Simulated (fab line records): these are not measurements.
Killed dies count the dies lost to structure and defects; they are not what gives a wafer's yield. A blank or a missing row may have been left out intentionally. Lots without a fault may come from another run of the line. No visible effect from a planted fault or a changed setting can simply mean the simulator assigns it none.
fab line records	flow sky130
[record] lots = 24	wafers = 72	lastDay = 50
route steps=708 shown LI_CONTACT@378 CONTACT@433 METAL1@440 VIA1@460 METAL3@533 CAPM@537
lots with no fault: from the same line, run without faults
startH: hours from the record's opening day to when the first of the lot's shown wafers began	waitH: hours from the lot's prior step to this one	" repeats the value in the row above	L1.1+2: several wafers, shown together as one row	- no value, or no start given	* or withheld: withheld	< > ~ a bound
route shown NAME@n: names a module that has steps shown in the file, with the first one's number in the route	usual: mean/standard deviation taken from wafers without a fault	same: alike in all rows	chamber/n: place in a boat	sites: per-site readings	_std_site: the standard deviation of these	_edge_site: inner sites' mean taken away from outer sites' mean	radiusMm: for every site, how far away it sits from the centre of the wafer	mask NAME#n: copy n	behind: the last tool/chamber to shape the wafer	hold: reason for holding the lot/hours on hold/outcome of the hold	device: which transistor (n, p or np) failed to switch	end of line: the route-end tests of the same wafers	where a step has no rows: the recipe by itself	killed: dies lost to structure and defects at the first sort, not the wafer's yield	map: a wafer's dies, x killed, . not, _ none there
set.NAME: the run value of the setting; set.NAME@STEP: its run value at that earlier step	model.NAME: the simulator's own value behind a step, which no gauge read
steps of the route over a sample of lots; a table a step, a row a wafer
services: from which hour (startH, from the record's first day; less than 0 if before it) a tool's chamber was out of use, for how many hours, and why
[[steps]]
[step SKY_LI_CONTACT_STRIP_16]
[recipe] chemistry = O2/N2	powerW = 1400	pressureMtorr = 1500	platenTempC = withheld	o2FlowSccm = 3000	n2FlowSccm = 300	overashFraction = 0.5
[usual] chamberPressureMTorr = 1500.0/1.3	drypumpMotorCurrentA = 5.7/0.4	o2FlowSccm = 3001/8.4	oesProductAu = 0.376/0.0049	stripTimeToEndpointS = 3.504/0.026
[same] overashFraction = 0.5
lot.wafer	tool	chamber	startH	waitH	chamberPressureMTorr	drypumpMotorCurrentA	o2FlowSccm	oesProductAu	rfHoursCounterH	stripTimeToEndpointS
L074.1	plasmaAsher-04	1	696.38	-	1498.6	5.6	2999	0.378	98	3.536
L074.2	"	0	"	"	1500.3	5.3	2994	0.370	98	3.522
L074.4	"	0	"	"	1500.3	5.3	2996	0.381	-	3.564
L076.2	plasmaAsher-03	1	704.20	-	1497.5	5.7	2990	0.376	84	3.505
L076.3	"	0	"	"	1499.8	6.0	3016	0.369	-	3.444
L076.5	"	1	"	"	1500.4	5.7	3006	0.372	-	3.473
L075.3	plasmaAsher-04	0	705.02	-	1497.5	5.3	2991	0.381	-	3.539
L075.4	"	1	"	"	1498.3	5.7	2990	0.376	-	3.504
L075.5	"	0	"	"	1500.9	5.3	3002	0.368	-	3.507
L077.1	plasmaAsher-04	1	716.90	-	1501.0	5.6	3001	0.375	100	3.523
L077.4	"	1	"	"	1499.5	5.6	2996	0.372	-	3.486
L077.5	"	1	"	"	1500.3	5.6	2994	0.373	-	3.530
L078.2	plasmaAsher-02	0	723.18	-	1501.7	6.4	2999	0.377	30	3.494
L078.3	"	0	"	"	1500.7	6.4	2988	0.383	-	3.507
L078.4	"	1	"	"	1500.8	5.2	3009	0.371	-	3.510
L079.3	plasmaAsher-02	1	727.38	-	1500.2	5.2	3016	0.378	-	3.492
L079.4	"	0	"	"	1503.1	6.4	2992	0.374	-	3.498
L079.5	"	0	"	"	1499.9	6.4	2991	0.376	-	3.497
L080.1	plasmaAsher-03	0	734.33	-	1499.7	6.0	3009	0.376	87	3.467
L080.4	"	0	"	"	1497.6	5.9	2984	0.376	-	3.465
L080.5	"	1	"	"	1500.5	5.7	3001	0.378	-	3.500
L081.1	plasmaAsher-02	0	738.80	-	1501.1	6.4	2992	0.381	32	3.497
L081.2	"	1	"	"	1500.5	5.2	2993	0.372	32	3.497
L081.3	"	1	"	"	1500.3	5.2	3000	0.381	-	3.481
L082.2	plasmaAsher-02	0	752.80	-	1501.2	6.4	3010	0.371	33	3.496
L082.4	"	0	"	"	1499.4	6.4	3016	0.374	-	3.509
L082.6	"	1	"	"	1501.1	5.2	2997	0.385	-	3.510
L083.1	plasmaAsher-04	0	756.30	-	1500.9	5.3	2998	0.376	1	3.510
L083.3	"	0	"	"	1499.6	5.3	3004	0.375	-	3.528
L083.5	"	1	"	"	1499.1	5.6	2993	0.374	-	3.526
L084.1	plasmaAsher-04	0	765.08	-	1500.0	5.3	2992	0.381	2	3.553
L084.4	"	0	"	"	1498.8	5.3	3004	0.381	-	3.481
L084.6	"	1	"	"	1498.2	5.6	2990	0.381	-	3.528
L085.1	plasmaAsher-03	1	773.23	-	1499.3	5.7	3002	0.381	91	3.519
L085.3	"	0	"	"	1498.6	6.0	3003	0.371	-	3.490
L085.5	"	1	"	"	1500.8	5.7	2997	0.377	-	3.540
L086.3	plasmaAsher-03	1	779.36	-	1502.3	5.7	3000	0.380	-	3.535
L086.4	"	0	"	"	1500.7	6.0	3015	0.382	-	3.521
L086.5	"	1	"	"	1502.9	5.7	3000	0.383	-	3.514
L087.2	plasmaAsher-03	0	792.98	-	1499.2	6.0	3009	0.385	93	3.496
L087.3	"	0	"	"	1497.4	6.0	3003	0.375	-	3.588
L087.5	"	1	"	"	1502.3	5.7	2994	0.381	-	3.513
L088.1	plasmaAsher-02	0	793.75	-	1500.9	6.4	3005	0.371	37	3.469
L088.4	"	1	"	"	1501.3	5.2	2992	0.381	-	3.480
L088.6	"	0	"	"	1500.4	6.4	3005	0.372	-	3.497
L089.1	plasmaAsher-02	1	801.68	-	1500.6	5.2	2989	0.373	38	3.456
L089.3	"	1	"	"	1498.4	5.2	3001	0.382	-	3.487
L089.6	"	1	"	"	1499.9	5.2	3000	0.374	-	3.466
L090.2	plasmaAsher-02	1	804.19	-	1499.0	5.2	2998	0.383	38	3.526
L090.4	"	1	"	"	1502.5	5.2	2991	0.373	-	3.489
L090.5	"	0	"	"	1500.2	6.3	3009	0.385	-	3.518
L091.1	plasmaAsher-03	1	809.10	-	1501.7	5.7	3003	0.374	95	3.521
L091.2	"	0	"	"	1499.5	6.0	3004	0.379	95	3.492
L091.4	"	0	"	"	1500.9	6.0	3008	0.368	-	3.487
L092.1	plasmaAsher-04	1	815.50	-	1500.7	5.6	3005	0.365	7	3.535
L092.2	"	0	"	"	1500.0	5.3	2996	0.376	7	3.551
L092.3	"	1	"	"	1500.0	5.7	2999	0.375	-	3.506
L093.2	plasmaAsher-03	1	827.95	-	1497.5	5.7	3001	0.375	97	3.472
L093.3	"	1	"	"	1499.6	5.7	2998	0.379	-	3.531
L093.4	"	0	"	"	1498.5	6.0	3007	0.377	-	3.462
L094.2	plasmaAsher-04	1	832.48	-	1499.7	5.6	2998	0.384	9	3.542
L094.5	"	1	"	"	1500.0	5.6	2993	0.371	-	3.486
L094.6	"	0	"	"	1500.2	5.3	2995	0.376	-	3.526
L095.1	plasmaAsher-02	1	841.43	-	1499.1	5.2	3009	0.375	42	3.507
L095.3	"	0	"	"	1501.5	6.4	3011	0.384	-	3.516
L095.4	"	1	"	"	1502.8	5.2	3005	0.379	-	3.528
L096.4	plasmaAsher-02	1	851.22	-	1498.9	5.2	3009	0.374	-	3.534
L096.5	"	0	"	"	1502.4	6.3	3004	0.383	-	3.506
L096.6	"	1	"	"	1502.2	5.2	3016	0.371	-	3.522
L097.1	plasmaAsher-03	1	858.43	-	1501.0	5.7	3007	0.373	100	3.466
L097.3	"	0	"	"	1501.1	6.0	2995	0.371	-	3.462
L097.4	"	1	"	"	1500.0	5.7	3000	0.378	-	3.471
[step SKY_CONTACT_CMP_27]
[recipe] stopOn = SiO2	tOverpolishS = 15	downForcePsi = 3.5	platenRpm = 60	targetThkNm = 0	padVelocityMS = 0.94248
[usual] motorCurrentA = 10.6/1	overpolishRunS = 15.000/0.0089	timeToEndpointS = 84/3
[same] tOverpolishS = 15
lot.wafer	tool	chamber	startH	waitH	motorCurrentA	overpolishRunS	timeToEndpointS
L074.2	cmp-02	2	756.02	0.1	9.5	14.997	85
L074.4	"	3	"	"	10.5	15.000	83
L074.1	"	0	"	"	10.1	14.983	84
L076.3	cmp-01	3	763.92	0.0	10.8	15.003	78
L076.2	"	2	"	"	12.4	15.006	81
L076.5	"	0	"	"	12.3	15.009	79
L075.3	cmp-01	0	764.71	0.0	12.8	15.001	84
L075.4	"	3	"	"	10.5	15.001	82
L075.5	"	1	"	"	10.6	14.991	87
L077.4	cmp-01	0	776.53	0.1	12.5	14.975	82
L077.1	"	1	"	"	11.0	15.001	80
L077.5	"	3	"	"	11.1	14.999	79
L078.2	cmp-02	1	781.41	0.1	10.4	14.987	85
L078.3	"	2	"	"	9.5	14.987	84
L078.4	"	3	"	"	10.0	15.002	81
L079.4	cmp-02	0	786.80	0.1	10.6	14.996	91
L079.3	"	1	"	"	10.7	15.001	85
L079.5	"	3	"	"	10.1	15.006	85
L080.4	cmp-02	1	792.22	0.2	10.0	15.003	90
L080.1	"	3	"	"	10.2	15.023	90
L080.5	"	2	"	"	9.2	15.006	86
L081.2	cmp-02	3	798.84	0.0	10.1	15.009	86
L081.1	"	1	"	"	10.6	14.997	84
L081.3	"	2	"	"	9.9	14.998	86
L082.2	cmp-02	3	810.28	0.0	10.3	14.989	87
L082.4	"	1	"	"	10.4	14.995	84
L082.6	"	0	"	"	10.4	14.990	88
L083.3	cmp-02	2	813.94	0.0	9.1	14.999	83
L083.1	"	0	"	"	10.8	14.986	87
L083.5	"	3	"	"	10.3	14.995	83
L084.1	cmp-01	1	822.27	0.1	10.4	14.998	83
L084.4	"	2	"	"	12.7	15.010	81
L084.6	"	0	"	"	12.0	14.994	83
L085.1	cmp-02	2	830.57	0.1	9.2	14.989	86
L085.3	"	3	"	"	10.0	14.996	84
L085.5	"	1	"	"	10.5	15.005	87
L086.3	cmp-01	1	835.82	0.1	10.5	15.008	81
L086.4	"	2	"	"	12.1	14.991	81
L086.5	"	0	"	"	13.0	15.005	81
L087.2	cmp-02	1	849.28	0.0	10.7	14.991	89
L087.3	"	3	"	"	9.6	15.015	84
L087.5	"	1	"	"	10.6	15.015	84
L088.4	cmp-02	2	850.33	0.0	9.4	15.005	86
L088.1	"	3	"	"	10.0	14.994	88
L088.6	"	2	"	"	9.6	15.000	86
L089.1	cmp-02	0	858.94	0.1	10.9	14.998	85
L089.3	"	2	"	"	9.3	15.001	84
L089.6	"	0	"	"	10.5	15.019	84
L090.4	cmp-02	2	860.34	0.1	9.5	15.005	89
L090.2	"	0	"	"	10.3	14.998	88
L090.5	"	2	"	"	9.0	14.964	86
L091.2	cmp-01	3	865.06	0.0	10.5	15.006	82
L091.1	"	0	"	"	11.9	15.012	81
L091.4	"	1	"	"	9.8	15.002	86
L092.3	cmp-02	2	871.86	0.0	9.5	15.010	83
L092.2	"	3	"	"	10.8	15.002	82
L092.1	"	0	"	"	10.6	14.996	90
L093.2	cmp-01	1	884.30	0.0	10.6	15.008	79
L093.4	"	2	"	"	13.1	15.002	82
L093.3	"	0	"	"	12.3	14.996	79
L094.2	cmp-02	0	888.36	0.1	10.7	14.996	84
L094.6	"	3	"	"	9.7	15.001	79
L094.5	"	0	"	"	10.3	15.016	83
L095.1	cmp-02	2	897.11	0.1	9.1	15.009	84
L095.3	"	3	"	"	10.1	15.006	85
L095.4	"	1	"	"	10.6	14.996	85
L096.4	cmp-01	1	905.74	0.2	11.1	15.016	84
L096.6	"	2	"	"	12.3	15.013	79
L096.5	"	3	"	"	11.6	14.982	80
L097.4	cmp-01	1	913.45	0.3	10.2	14.999	85
L097.3	"	2	"	"	11.9	15.008	79
L097.1	"	3	"	"	11.3	15.006	77
[step SKY_METAL1_THK_MEAS_06]
[recipe] thkMeasGauge = xrf	reads = AlCu_of_METAL1_SPUTTER_02
[usual] METAL1_ALCU_THK = 252.5/2.6
lot.wafer	tool	chamber	startH	waitH	METAL1_ALCU_THK[nm]
L074.1	filmMetro-03	-	756.53	0.1	255.6
L074.2	"	-	"	"	252.5
L074.4	"	-	"	"	252.0
L076.2	filmMetro-04	-	764.49	0.1	251.2
L076.3	"	-	"	"	252.9
L076.5	"	-	"	"	253.1
L075.3	filmMetro-04	-	765.29	0.1	248.2
L075.4	"	-	"	"	246.8
L075.5	"	-	"	"	249.1
L077.1	filmMetro-04	-	777.04	0.1	256.1
L077.4	"	-	"	"	254.0
L077.5	"	-	"	"	254.6
L078.2	filmMetro-04	-	781.93	0.1	251.0
L078.3	"	-	"	"	247.7
L078.4	"	-	"	"	248.7
L079.3	filmMetro-03	-	787.33	0.1	252.1
L079.4	"	-	"	"	249.7
L079.5	"	-	"	"	252.3
L080.1	filmMetro-03	-	792.78	0.1	254.5
L080.4	"	-	"	"	255.4
L080.5	"	-	"	"	253.2
L081.1	filmMetro-04	-	799.40	0.1	256.9
L081.2	"	-	"	"	258.9
L081.3	"	-	"	"	254.8
L082.2	filmMetro-04	-	810.85	0.1	251.5
L082.4	"	-	"	"	256.2
L082.6	"	-	"	"	252.8
L083.1	filmMetro-01	-	814.50	0.1	254.6
L083.3	"	-	"	"	252.9
L083.5	"	-	"	"	253.6
L084.1	filmMetro-01	-	822.77	0.1	251.3
L084.4	"	-	"	"	251.2
L084.6	"	-	"	"	249.7
L085.1	filmMetro-04	-	831.08	0.1	249.4
L085.3	"	-	"	"	251.4
L085.5	"	-	"	"	252.1
L086.3	filmMetro-01	-	836.30	0.1	252.0
L086.4	"	-	"	"	253.8
L086.5	"	-	"	"	254.7
L087.2	filmMetro-04	-	849.85	0.1	254.5
L087.3	"	-	"	"	256.1
L087.5	"	-	"	"	254.2
L088.1	filmMetro-01	-	850.89	0.1	255.2
L088.4	"	-	"	"	256.1
L088.6	"	-	"	"	254.4
L089.1	filmMetro-03	-	859.50	0.1	253.4
L089.3	"	-	"	"	256.7
L089.6	"	-	"	"	253.0
L090.2	filmMetro-03	-	860.86	0.1	250.9
L090.4	"	-	"	"	253.2
L090.5	"	-	"	"	250.3
L091.1	filmMetro-04	-	865.62	0.1	250.4
L091.2	"	-	"	"	251.8
L091.4	"	-	"	"	252.9
L092.1	filmMetro-01	-	872.42	0.1	250.1
L092.2	"	-	"	"	254.2
L092.3	"	-	"	"	253.9
L093.2	filmMetro-04	-	884.87	0.1	252.5
L093.3	"	-	"	"	254.8
L093.4	"	-	"	"	250.4
L094.2	filmMetro-04	-	888.88	0.1	248.3
L094.5	"	-	"	"	249.2
L094.6	"	-	"	"	246.9
L095.1	filmMetro-04	-	897.67	0.1	254.0
L095.3	"	-	"	"	254.0
L095.4	"	-	"	"	254.7
L096.4	filmMetro-01	-	906.18	0.1	252.9
L096.5	"	-	"	"	251.8
L096.6	"	-	"	"	253.1
L097.1	filmMetro-04	-	914.01	0.1	252.5
L097.3	"	-	"	"	250.6
L097.4	"	-	"	"	253.6
[step SKY_VIA1_CMP_02]
[recipe] material = SiO2	downForcePsi = 4	platenRpm = 60	padVelocityMS = 0.94248
[usual] motorCurrentA = 11.9/1.1
lot.wafer	tool	chamber	startH	waitH	motorCurrentA
L074.2	cmp-02	1	784.39	0.0	11.8
L074.1	"	3	"	"	10.7
L074.4	"	0	"	"	11.6
L076.2	cmp-02	0	792.52	0.2	11.0
L076.3	"	2	"	"	9.9
L076.5	"	0	"	"	11.4
L075.4	cmp-01	0	794.00	0.1	13.6
L075.3	"	2	"	"	13.7
L075.5	"	1	"	"	11.3
L077.4	cmp-01	0	805.63	0.0	13.0
L077.1	"	2	"	"	12.9
L077.5	"	0	"	"	14.0
L078.4	cmp-02	1	808.98	0.0	11.6
L078.3	"	2	"	"	10.2
L078.2	"	3	"	"	10.8
L079.3	cmp-02	2	814.92	0.1	9.9
L079.4	"	3	"	"	11.4
L079.5	"	0	"	"	11.0
L080.4	cmp-01	0	819.73	0.0	12.8
L080.1	"	2	"	"	13.1
L080.5	"	1	"	"	11.6
L081.3	cmp-02	2	826.89	0.0	9.8
L081.2	"	0	"	"	11.8
L081.1	"	1	"	"	12.5
L082.4	cmp-02	1	838.39	0.0	11.6
L082.2	"	2	"	"	9.9
L082.6	"	1	"	"	11.9
L083.3	cmp-02	2	841.92	0.0	10.5
L083.1	"	3	"	"	10.1
L083.5	"	2	"	"	9.9
L084.1	cmp-01	1	850.50	0.1	11.5
L084.4	"	2	"	"	13.6
L084.6	"	3	"	"	11.8
L085.3	cmp-01	1	858.33	0.0	12.1
L085.1	"	0	"	"	13.4
L085.5	"	2	"	"	13.1
L086.4	cmp-02	3	863.37	0.0	11.2
L086.3	"	0	"	"	11.1
L086.5	"	3	"	"	10.8
L087.3	cmp-02	2	875.83	0.0	10.7
L087.2	"	0	"	"	11.4
L087.5	"	2	"	"	9.5
L088.1	cmp-01	2	877.69	0.1	13.8
L088.4	"	3	"	"	11.4
L088.6	"	1	"	"	11.9
L089.3	cmp-02	0	886.06	0.0	11.9
L089.1	"	3	"	"	10.6
L089.6	"	0	"	"	12.0
L090.4	cmp-01	0	887.36	0.1	13.7
L090.2	"	1	"	"	11.8
L090.5	"	3	"	"	12.2
L091.4	cmp-01	3	892.66	0.0	11.8
L091.1	"	0	"	"	13.7
L091.2	"	1	"	"	11.2
L092.1	cmp-01	0	898.03	0.1	13.6
L092.2	"	1	"	"	12.0
L092.3	"	2	"	"	13.4
L093.3	cmp-01	3	910.34	0.0	11.8
L093.2	"	0	"	"	13.3
L093.4	"	1	"	"	11.9
L094.2	cmp-01	3	915.15	0.2	12.0
L094.6	"	0	"	"	13.9
L094.5	"	1	"	"	11.8
L095.1	cmp-01	2	923.09	0.3	13.4
L095.4	"	3	"	"	11.7
L095.3	"	1	"	"	11.5
L096.4	cmp-02	2	932.42	0.1	10.4
L096.5	"	0	"	"	11.4
L096.6	"	1	"	"	11.1
L097.4	cmp-01	3	940.40	0.0	11.6
L097.3	"	1	"	"	11.7
L097.1	"	2	"	"	13.1
[step SKY_METAL3_SPUTTER_01]
[recipe] material = TiN	targetThkNm = 20	powerW = 6500	timeS = 16.7	chamberPressurePa = 0.4
[usual] throttleValvePct = 30.5/1.3
lot.wafer	tool	chamber	startH	waitH	throttleValvePct
L074.1	pvdSputter-03	-	868.39	0.0	33.3
L074.2	"	-	"	"	29.1
L074.4	"	-	"	"	29.7
L076.2	pvdSputter-02	-	876.08	0.0	30.3
L076.3	"	-	"	"	31.9
L076.5	"	-	"	"	30.4
L075.3	pvdSputter-02	-	877.00	0.0	30.6
L075.4	"	-	"	"	32.2
L075.5	"	-	"	"	31.3
L077.1	pvdSputter-02	-	888.72	0.0	31.3
L077.4	"	-	"	"	31.9
L077.5	"	-	"	"	28.8
L078.2	pvdSputter-02	-	891.55	0.0	30.5
L078.3	"	-	"	"	29.1
L078.4	"	-	"	"	31.9
L079.3	pvdSputter-02	-	897.63	0.0	31.9
L079.4	"	-	"	"	30.6
L079.5	"	-	"	"	31.4
L080.1	pvdSputter-04	-	902.42	0.0	29.8
L080.4	"	-	"	"	29.7
L080.5	"	-	"	"	28.3
L081.1	pvdSputter-04	-	910.07	0.0	29.7
L081.2	"	-	"	"	28.6
L081.3	"	-	"	"	29.5
L082.2	pvdSputter-03	-	920.88	0.0	33.3
L082.4	"	-	"	"	33.0
L082.6	"	-	"	"	29.0
L083.1	pvdSputter-03	-	922.73	0.0	29.7
L083.3	"	-	"	"	33.4
L083.5	"	-	"	"	29.4
L084.1	pvdSputter-03	-	931.03	0.0	33.1
L084.4	"	-	"	"	29.6
L084.6	"	-	"	"	29.2
L085.1	pvdSputter-02	-	937.64	0.0	31.5
L085.3	"	-	"	"	29.2
L085.5	"	-	"	"	31.6
L086.3	pvdSputter-04	-	944.51	0.0	28.3
L086.4	"	-	"	"	31.9
L086.5	"	-	"	"	29.8
L087.2	pvdSputter-02	-	954.35	0.0	28.7
L087.3	"	-	"	"	30.3
L087.5	"	-	"	"	31.3
L088.1	pvdSputter-02	-	957.33	0.0	31.4
L088.4	"	-	"	"	30.6
L088.6	"	-	"	"	31.2
L089.1	pvdSputter-02	-	964.31	0.0	31.2
L089.3	"	-	"	"	30.5
L089.6	"	-	"	"	32.1
L090.2	pvdSputter-04	-	966.68	0.0	29.6
L090.4	"	-	"	"	32.1
L090.5	"	-	"	"	28.4
L091.1	pvdSputter-02	-	970.79	0.0	30.3
L091.2	"	-	"	"	28.9
L091.4	"	-	"	"	31.3
L092.1	pvdSputter-02	-	976.86	0.0	29.1
L092.2	"	-	"	"	31.2
L092.3	"	-	"	"	30.5
L093.2	pvdSputter-02	-	986.90	0.0	30.4
L093.3	"	-	"	"	31.4
L093.4	"	-	"	"	28.9
L094.2	pvdSputter-02	-	992.37	0.0	31.2
L094.5	"	-	"	"	30.6
L094.6	"	-	"	"	29.0
L095.1	pvdSputter-04	-	1000.37	0.0	32.0
L095.3	"	-	"	"	29.7
L095.4	"	-	"	"	28.3
L096.4	pvdSputter-02	-	1007.80	0.0	31.5
L096.5	"	-	"	"	30.4
L096.6	"	-	"	"	31.4
L097.1	pvdSputter-04	-	1015.23	0.0	29.7
L097.3	"	-	"	"	29.8
L097.4	"	-	"	"	31.9
[step SKY_CAPM_CVD_00]
[recipe] material = SiO2	targetThkNm = 15.5	tempC = 400	timeS = withheld	rfW = 450
[usual] heaterPowerW = 678/110	rfFwdPowerW = 441.0/2.8
lot.wafer	tool	chamber	startH	waitH	heaterPowerW	rfFwdPowerW
L074.1	pecvd-01	0	868.52	0.0	584	444.4
L074.2	"	2	"	"	764	438.2
L074.4	"	1	"	"	635	439.7
L076.2	pecvd-01	1	876.21	0.0	760	442.2
L076.3	"	0	"	"	630	444.2
L076.5	"	0	"	"	618	444.9
L075.3	pecvd-03	2	877.14	0.0	672	445.8
L075.4	"	0	"	"	563	438.9
L075.5	"	0	"	"	583	438.0
L077.1	pecvd-03	2	888.86	0.0	626	443.0
L077.4	"	2	"	"	660	444.3
L077.5	"	1	"	"	549	440.4
L078.2	pecvd-04	2	891.68	0.0	839	443.2
L078.3	"	1	"	"	555	439.8
L078.4	"	0	"	"	773	438.5
L079.3	pecvd-04	2	897.76	0.0	893	443.9
L079.4	"	2	"	"	892	444.0
L079.5	"	1	"	"	582	439.0
L080.1	pecvd-04	0	902.55	0.0	633	438.1
L080.4	"	0	"	"	639	436.9
L080.5	"	1	"	"	602	437.6
L081.1	pecvd-03	0	910.21	0.0	674	439.2
L081.2	"	1	"	"	506	438.2
L081.3	"	1	"	"	504	442.6
L082.2	pecvd-04	0	921.01	0.0	756	440.2
L082.4	"	0	"	"	774	438.3
L082.6	"	2	"	"	995	444.0
L083.1	pecvd-01	0	922.86	0.0	531	443.6
L083.3	"	1	"	"	667	442.3
L083.5	"	2	"	"	715	440.3
L084.1	pecvd-04	0	931.17	0.0	776	438.3
L084.4	"	0	"	"	756	438.2
L084.6	"	2	"	"	920	442.9
L085.1	pecvd-03	2	937.77	0.0	689	445.5
L085.3	"	1	"	"	488	441.9
L085.5	"	1	"	"	501	440.7
L086.3	pecvd-03	2	944.64	0.0	589	443.8
L086.4	"	0	"	"	698	437.6
L086.5	"	1	"	"	613	441.4
L087.2	pecvd-03	0	954.48	0.0	647	438.8
L087.3	"	1	"	"	549	443.2
L087.5	"	0	"	"	645	436.9
L088.1	pecvd-01	2	957.46	0.0	727	438.4
L088.4	"	2	"	"	739	439.5
L088.6	"	0	"	"	577	446.9
L089.1	pecvd-03	2	964.44	0.0	572	445.7
L089.3	"	1	"	"	602	442.8
L089.6	"	1	"	"	593	441.5
L090.2	pecvd-01	2	966.81	0.0	753	437.5
L090.4	"	1	"	"	700	445.1
L090.5	"	2	"	"	766	438.6
L091.1	pecvd-01	1	970.92	0.0	735	439.9
L091.2	"	0	"	"	578	443.8
L091.4	"	0	"	"	592	443.3
L092.1	pecvd-03	2	977.01	0.0	591	445.0
L092.2	"	0	"	"	570	438.1
L092.3	"	1	"	"	593	439.4
L093.2	pecvd-01	1	987.04	0.0	712	439.6
L093.3	"	2	"	"	784	438.5
L093.4	"	2	"	"	767	437.5
L094.2	pecvd-04	0	992.52	0.0	723	437.3
L094.5	"	2	"	"	965	443.4
L094.6	"	0	"	"	717	435.7
L095.1	pecvd-01	2	1000.51	0.0	798	437.3
L095.3	"	0	"	"	627	444.9
L095.4	"	2	"	"	776	436.5
L096.4	pecvd-01	1	1007.94	0.0	633	441.7
L096.5	"	0	"	"	609	445.0
L096.6	"	2	"	"	797	439.2
L097.1	pecvd-03	0	1015.36	0.0	693	438.8
L097.3	"	2	"	"	562	444.0
L097.4	"	0	"	"	692	439.8
[[services]]
tool	chamber	startH	hours	kind
plasmaAsher-02	-	675.09	2.7	repair
pecvd-03	-	700.70	1.5	repair
cmp-02	-	705.30	5.1	pm
cmp-01	-	727.94	9.3	pm
cmp-01	-	737.24	8.0	pm
cmp-01	-	745.20	4.0	pm
cmp-02	-	762.45	1.9	repair
cmp-01	-	788.27	5.7	pm
plasmaAsher-02	-	797.45	2.8	pm
cmp-01	-	853.36	0.3	repair
pecvd-01	0	876.66	22.8	repair
plasmaAsher-02	-	883.86	8.6	repair
plasmaAsher-02	-	884.26	3.9	repair
pecvd-03	2	889.57	29.1	repair
pecvd-01	2	900.01	4.2	repair
cmp-02	-	907.98	4.4	repair
cmp-02	-	912.37	4.0	pm
cmp-02	-	921.19	4.5	pm
cmp-02	-	970.90	11.5	pm
pecvd-01	2	974.28	5.2	repair
pecvd-03	-	982.82	2.8	pm
pecvd-03	2	989.75	4.5	repair
cmp-01	-	991.06	3.6	repair
cmp-02	-	1009.17	2.3	repair
[[key]]
fault none
